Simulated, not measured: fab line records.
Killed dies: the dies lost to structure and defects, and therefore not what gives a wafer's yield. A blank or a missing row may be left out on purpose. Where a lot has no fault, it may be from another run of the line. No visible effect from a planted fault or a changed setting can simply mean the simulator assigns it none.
Lot-split experiment | flow sfqLine | on a route of 325 steps: 5 lots, 23 wafers read

## THE SPLIT
At SFQ_TRILAYER_I2_VIA_LITHO_COAT_067 (resist thk 650 nm), the setting resistThkNm was moved away from the recipe's 650 nm on 5 of the 23 wafers read, by -3.2% to -1.6%. This setting was run at the recipe's value on the other wafers.

## FROM THE SPLIT TO THE READING: what the file shows between them, 3 steps
- SFQ_TRILAYER_I2_VIA_LITHO_SOFTBAKE_071
- SFQ_TRILAYER_I2_VIA_LITHO_EXPOSE_068: exposes mask I2, target cd 500 nm
- SFQ_TRILAYER_I2_VIA_LITHO_DEVELOP_069: time 60 s

## THE READING
KrF_of_TRILAYER_I2_VIA_LITHO_COAT_067.thkNm (the simulator's own value, which no gauge read), in nm, at SFQ_TRILAYER_I2_VIA_BARC_OPEN_VIA_ETCH_096 (etches BARC in O2, target depth 125 nm, time 41.7 s). No usual value for it is given in the file. Average 572.2 nm, standard deviation 1.6 nm, over the 18 wafers here run with the recipe.

wafer  | tool, chamber at the split | resistThkNm as run, nm | against the recipe | KrF_of_TRILAYER_I2_VIA_LITHO_COAT_067.thkNm, nm | against lot-mates on the recipe
L078.1 | lithoTrack-01, 0           | 628.9                  | -3.2%              | 550.6                                           | -22.1
L078.2 | lithoTrack-01, 0           | 628.9                  | -3.2%              | 550.3                                           | -22.4
L078.3 | lithoTrack-01, 0           | 650                    | recipe             | 571.7                                           | -
L078.4 | lithoTrack-01, 0           | 650                    | recipe             | 573.6                                           | -
L078.5 | lithoTrack-01, 0           | 628.9                  | -3.2%              | 550.2                                           | -22.5
L079.1 | lithoTrack-04, 0           | 650                    | recipe             | 570.3                                           | -
L079.4 | lithoTrack-04, 0           | 650                    | recipe             | 573.4                                           | -
L079.5 | lithoTrack-04, 0           | 650                    | recipe             | 572.7                                           | -
L080.1 | lithoTrack-04, 0           | 650                    | recipe             | 570.1                                           | -
L080.2 | lithoTrack-04, 0           | 650                    | recipe             | 572.5                                           | -
L080.3 | lithoTrack-04, 0           | 639.4                  | -1.6%              | 559.6                                           | -11.8
L080.5 | lithoTrack-04, 0           | 639.4                  | -1.6%              | 561                                             | -10.4
L080.6 | lithoTrack-04, 0           | 650                    | recipe             | 571.6                                           | -
L084.1 | lithoTrack-04, 0           | 650                    | recipe             | 571.2                                           | -
L084.2 | lithoTrack-04, 0           | 650                    | recipe             | 569.4                                           | -
L084.3 | lithoTrack-04, 0           | 650                    | recipe             | 572.1                                           | -
L084.4 | lithoTrack-04, 0           | 650                    | recipe             | 571.1                                           | -
L084.5 | lithoTrack-04, 0           | 650                    | recipe             | 570.5                                           | -
L085.1 | lithoTrack-03, 0           | 650                    | recipe             | 575.2                                           | -
L085.2 | lithoTrack-03, 0           | 650                    | recipe             | 573.3                                           | -
L085.3 | lithoTrack-03, 0           | 650                    | recipe             | 573.3                                           | -
L085.4 | lithoTrack-03, 0           | 650                    | recipe             | 572.9                                           | -
L085.5 | lithoTrack-03, 0           | 650                    | recipe             | 575.4                                           | -

FIT RESULTS
A straight line over all 23 wafers: KrF_of_TRILAYER_I2_VIA_LITHO_COAT_067.thkNm changes by +6.81 nm for each +1% of resistThkNm; r = +0.98; the points scatter about the line by 1.5 nm.
The same after taking each lot's own level away (the mean of its wafers on the recipe; 23 wafers): +6.86 nm for each +1%; r = +0.99; scatter 0.99 nm.
Per that fit: largest resistThkNm move, reading shift of 22 nm.
From 570.86 to 574.02 nm: that is the span of the lots' own levels, equal to 1.9 times the standard deviation above.
Consequently the slope shifts little with the lot-to-lot level, the two slopes agreeing.
Check: with one of the wafers moved furthest among these (-3.2%) left out of the fit, the line predicts -22.3 nm for it against its lot-mates. It came out at -22.1 nm against them.

## OTHER SPLITS ON THESE WAFERS
Before the reading, these wafers also passed through other splits. Each is held against what the fit with the lots' levels taken away leaves over:
other split on the same wafers                     | wafers away from the commonest value | r with KrF_of_TRILAYER_I2_VIA_LITHO_COAT_067.thkNm (lot level and that fit taken away)
SFQ_TRILAYER_I1_VIA_BARC_OPEN_VIA_ETCH_071 sourceW | 5                                    | -0.06
SFQ_TRILAYER_M2_DEP_SPUTTER_055 powerW             | 7                                    | -0.03
SFQ_TRILAYER_M2_LITHO_PEB_060 pebTimeS             | 8                                    | -0.21
SFQ_TRILAYER_I2_DEP_PECVD_063 timeS                | 9                                    | -0.20

## THE WHOLE CHAIN: every reading that the file lists as answering this split, in the file's order
step                                       | what it does                                        | reading                                                                                      | change (the file's fit)              | r (the file's)
SFQ_TRILAYER_I2_VIA_LITHO_COAT_067         | resist thk 650 nm                                   | KrF_of_TRILAYER_I2_VIA_LITHO_COAT_067.thkNm (the simulator's own value, which no gauge read) | +6.71 nm for each +1% of the setting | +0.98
SFQ_TRILAYER_I2_VIA_BARC_OPEN_VIA_ETCH_096 | etches BARC in O2, target depth 125 nm, time 41.7 s | KrF_of_TRILAYER_I2_VIA_LITHO_COAT_067.thkNm (the simulator's own value, which no gauge read) | +6.86 nm for each +1% of the setting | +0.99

## FILE'S OWN FIT
KrF_of_TRILAYER_I2_VIA_LITHO_COAT_067.thkNm changes by +6.86 nm for each +1% of resistThkNm, r = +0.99.
